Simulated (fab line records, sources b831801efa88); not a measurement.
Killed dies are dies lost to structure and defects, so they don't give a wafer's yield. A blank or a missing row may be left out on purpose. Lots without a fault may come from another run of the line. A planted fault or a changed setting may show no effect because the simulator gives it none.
Which tool did it? | flow gf180mcu | 7 lots, 21 wafers sampled, at 3 steps of a route of 602

WHAT THE GAUGES READ, wafer by wafer
GF_V5_CD_MEAS_14: target cd 260 nm.
lot  | measured     | on        | cd_nm (nm)
L225 | day 27 16:24 | cd_sem-01 | 258.3 258.5 259.5
L228 | day 28 11:25 | cd_sem-02 | 261.1 261.5 261.9
L236 | day 30 23:45 | cd_sem-02 | 259.6 260.2 258.8
L239 | day 31 17:00 | cd_sem-02 | 260.4 261.2 261.9
L242 | day 32 13:32 | cd_sem-02 | 260.1 259.5 260.8
L244 | day 33 03:28 | cd_sem-01 | 260.0 260.9 261.2
L247 | day 33 16:57 | cd_sem-02 | 260.6 261.5 261.0

WHICH TOOL RAN EACH LOT (tool, then ch and the chambers of the sampled wafers, then the start)
lot  | GF_SALICIDE_SPUTTER_02       | GF_MIM_SPUTTER_03
L225 | pvd_sputter-04, day 15 15:21 | pvd_sputter-01, day 24 23:43
L228 | pvd_sputter-01, day 16 12:10 | pvd_sputter-01, day 25 20:19
L236 | pvd_sputter-02, day 19 14:28 | pvd_sputter-03, day 28 14:05
L239 | pvd_sputter-02, day 20 15:25 | pvd_sputter-01, day 29 09:34
L242 | pvd_sputter-01, day 21 19:55 | pvd_sputter-01, day 30 07:52
L244 | pvd_sputter-02, day 22 13:04 | pvd_sputter-03, day 30 21:57
L247 | pvd_sputter-04, day 23 12:43 | pvd_sputter-03, day 31 14:43
- GF_SALICIDE_SPUTTER_02: material Co, target thk 10 nm, time 20 s.
- GF_MIM_SPUTTER_03: material Ti, target thk 10 nm, time 6.7 s.

THE ANSWER, worked out from the rows above alone
Rule: what is usual is taken from the lots themselves. Put in order of their means at a reading, lots are off if they are a third of the lots or fewer, leave a main group of 4 or more, and stand apart from it by a gap of 3 or more times the standard deviation of the main group's means; of several such gaps the widest counts. A main group whose means are all the same, to the digits that the tables above print for the reading, isn't used. A lot without any number at a reading at which 4 lots or more have one is off too. The other lots that the step has rows for count as sound.
No lot is off at any reading shown: from this, nothing can be told.

WHAT THE SIMULATOR HAD PUT IN
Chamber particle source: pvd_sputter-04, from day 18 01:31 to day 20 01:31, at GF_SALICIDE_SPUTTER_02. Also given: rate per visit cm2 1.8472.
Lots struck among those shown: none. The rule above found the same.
